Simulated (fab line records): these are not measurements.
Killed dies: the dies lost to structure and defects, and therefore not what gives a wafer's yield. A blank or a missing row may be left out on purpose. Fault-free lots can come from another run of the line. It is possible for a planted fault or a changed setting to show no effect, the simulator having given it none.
A lot that was struck, set against a sound lot    flow sky130    31 out of 708 route steps
Sound: these wafers, L841.2, L841.4, L841.6. Struck: wafer L847.6; the same lot's L847.2 was not struck, so it is left out; see the end for the cause.
Per side, at each step with rows, come the tool, then ch with its chambers, and then its first start. Under that, the readings that differ: sound wafers    struck wafers    difference of the means    sigmas: that difference in standard deviations of wafers without a fault.
alike: readings whose means differ by less than 2 such deviations, and words and numbers that are the same on both sides. not compared: withheld readings, readings that some wafer has no value for, bounds like >300 that may hide the same value, and numbers for which the record gives no deviation and whose values overlap.
A row with sigmas, a row that says differs or no value, or rows on one side alone: a step with any of these is where the two part. Numbers that have no deviation but don't overlap get no sigmas and don't part them. A reading missing from all wafers of one side parts the sides only when that side holds two or more wafers.

SKY_LI_CONTACT_OVL_MEAS_13:
  sound on overlay-01 at day 29 04:20; struck on overlay-01 at day 31 04:44
  alike: LI_CONTACT_OVL
SKY_LI_CONTACT_ETCH_14: etches BARC in N2/H2, stops on SiO2, time 45.9 s, target depth 60 nm.
  sound on rie diel-03 ch 0,1,3, day 29 04:22; struck on rie diel-03 ch 2, day 31 04:46
  alike: drypump motor current A, oes product au, throttle valve pct
  not compared: rf hours counter h
then, 5 steps without rows for these wafers: SKY_LI_CONTACT_ETCH_15 (etches PSG in C4F8/O2/Ar, stops on Si, target depth 600 nm); SKY_LI_CONTACT_STRIP_16 (strips in O2/N2); SKY_LI_CONTACT_CLEAN_17 (cleans in NMP, time 600 s); SKY_LI_CONTACT_PRE_CLEAN_18 (time 5.6 s); SKY_LI_CONTACT_SPUTTER_19 (material Ti, target thk 20 nm, time 106.37 s).
SKY_LI_CONTACT_SPUTTER_20: material TiN, target thk 20 nm, time 80 s.
  sound on pvd sputter-01 at day 29 04:52; struck on pvd sputter-01 at day 31 05:17
  alike: throttle valve pct
then, 1 step without rows for these wafers: SKY_LI_CONTACT_CVD_21 (deposits W, target thk 400 nm, time 120.56 s).
SKY_LI_CONTACT_RS_MEAS_22: measurement is done with a four-point probe.
  sound on film metro-04 at day 29 05:04; struck on film metro-04 at day 31 05:29
  alike: LI_CONTACT_W_RS
SKY_LI_CONTACT_THK_MEAS_23: measures by xrf.
  sound on film metro-04 at day 29 05:11; struck on film metro-04 at day 31 05:36
  alike: LI_CONTACT_W_THK
SKY_LI_CONTACT_CMP_24: polishes, stops on PSG, t overpolish 20 s, target thk 0 nm.
  sound on cmp-01 ch 0,1,2, day 29 05:14; struck on cmp-01 ch 2, day 31 05:48
  alike: motor current A, overpolish run s, slurry flow ml min, time to endpoint s
SKY_LOCAL_INTERCONNECT_SPUTTER_00: material TiN, target thk 100 nm, time 83.3 s.
  sound on pvd sputter-03 at day 29 05:32; struck on pvd sputter-03 at day 31 05:57
reading                                                 sound              struck  difference  sigmas
model.TiN_of_LOCAL_INTERCONNECT_SPUTTER_00.thk nm (nm)  99.09 99.11 98.53  103.5   +4.6        
  alike: throttle valve pct
SKY_LOCAL_INTERCONNECT_RS_MEAS_01: measurement is done with a four-point probe.
  sound on film metro-04 at day 29 05:37; struck on film metro-04 at day 31 06:02
reading                             sound              struck  difference  sigmas
LOCAL_INTERCONNECT_TIN_RS (ohm/sq)  14.27 14.29 14.35  13.65   -0.65       -5
SKY_LOCAL_INTERCONNECT_THK_MEAS_02: measures by xrf.
  sound on film metro-04 at day 29 05:43; struck on film metro-04 at day 31 06:08
reading                          sound           struck  difference  sigmas
LOCAL_INTERCONNECT_TIN_THK (nm)  98.4 98.6 98.1  104.0   +5.6        +5
then, 8 steps without rows for these wafers: SKY_LOCAL_INTERCONNECT_DEHYDRATE_03 (time 60 s); SKY_LOCAL_INTERCONNECT_HMDS_04 (prime time 60 s); SKY_LOCAL_INTERCONNECT_COAT_05 (resist thk 60 nm); SKY_LOCAL_INTERCONNECT_COAT_06 (resist thk 450 nm); SKY_LOCAL_INTERCONNECT_SOFTBAKE_07 (time 90 s); SKY_LOCAL_INTERCONNECT_EXPOSE_08 (exposes mask LI1M, target cd 170 nm); SKY_LOCAL_INTERCONNECT_PEB_09; SKY_LOCAL_INTERCONNECT_DEVELOP_10 (develop time 60 s).
SKY_LOCAL_INTERCONNECT_CD_MEAS_11: the cd target is 170 nm.
  sound on cd sem-02 at day 30 09:45; struck on cd sem-02 at day 32 09:35
  alike: cd nm
SKY_LOCAL_INTERCONNECT_OVL_MEAS_12:
  sound on overlay-02 at day 30 09:52; struck on overlay-01 at day 32 09:41
  alike: LOCAL_INTERCONNECT_OVL
SKY_LOCAL_INTERCONNECT_ETCH_13: etches BARC in N2/H2, stops on SiO2, time 45.9 s, target depth 60 nm.
  sound on rie metal-04 ch 0,1, day 30 09:53; struck on rie metal-01 ch 1, day 32 09:44
reading                      sound        struck  difference  sigmas
drypump motor current A (A)  6.4 6.7 6.8  5.3     -1.3        -2
  alike: oes product au, throttle valve pct
  not compared: rf hours counter h
SKY_LOCAL_INTERCONNECT_METAL_ETCH_14: etches TiN in Cl2/BCl3, stops on PSG, target depth 110 nm, time 31.4 s.
  sound on rie metal-04 ch 0,1, day 30 09:57; struck on rie metal-01 ch 1, day 32 09:52
reading                                         sound                 struck  difference  sigmas
drypump motor current A (A)                     6.4 6.7 6.7           5.4     -1.2        -2
oes product au (a.u.)                           0.943 0.937 0.929     0.951   +0.015      +2
throttle valve pct (%)                          21.908 21.907 21.910  21.885  -0.023      -3
model.LOCAL_INTERCONNECT.feature depth nm (nm)  99.09 99.11 98.53     103.5   +4.6        
model.etch.depth nm (nm)                        99.09 99.11 98.53     103.5   +4.6        
  not compared: rf hours counter h
SKY_LOCAL_INTERCONNECT_STRIP_15: strips in O2/N2.
  sound on plasma asher-02 ch 0,1, day 30 10:00; struck on plasma asher-03 ch 1, day 32 09:57
reading                sound              struck  difference  sigmas
oes product au (a.u.)  0.418 0.423 0.419  0.432   +0.012      +3
  alike: drypump motor current A, strip time to endpoint s
  not compared: rf hours counter h
SKY_LOCAL_INTERCONNECT_STRIP_16: strips in post etch residue remover, time 1200 s.
  sound on wet bench-01 ch 1, day 30 10:06; struck on wet bench-04 ch 3, day 32 10:03
reading                                                 sound              struck  difference  sigmas
model.TiN_of_LOCAL_INTERCONNECT_SPUTTER_00.thk nm (nm)  98.67 98.68 98.11  103.1   +4.6        
  alike: temp c
then, 1 step without rows for these wafers: SKY_LOCAL_INTERCONNECT_CLEAN_17 (cleans in IPA, time 180 s).
-- a jump in the record: the struck wafers' starts before and after are 15 days apart (it breaks off in module LOCAL_INTERCONNECT and resumes in module PAD_OPEN, where the first step shown is number 708 of the route) --
SKY_PAD_OPEN_PROBE_99:
  sound on prober-02 at day 45 18:57; struck on prober-02 at day 47 08:20
reading                         sound             struck  difference  sigmas
model.etest.res li.line ohm um  75.86 75.16 75.4  71.74   -3.73       
model.etest.res li.rs ohm sq    12.79 12.8 12.91  12.31   -0.52       
  alike: killed_at_M0_to_M3, killed_at_M4_up, killed at contacts, killed at front end, killed at other, killed dies, killed open, killed short

WHERE THEY PART
Last at SKY_LOCAL_INTERCONNECT_STRIP_15 as far as this record goes, first at SKY_LOCAL_INTERCONNECT_RS_MEAS_01. Later steps at which nothing parts them and some readings are alike: SKY_LOCAL_INTERCONNECT_STRIP_16, SKY_PAD_OPEN_PROBE_99.

WHY: what the simulator had put in
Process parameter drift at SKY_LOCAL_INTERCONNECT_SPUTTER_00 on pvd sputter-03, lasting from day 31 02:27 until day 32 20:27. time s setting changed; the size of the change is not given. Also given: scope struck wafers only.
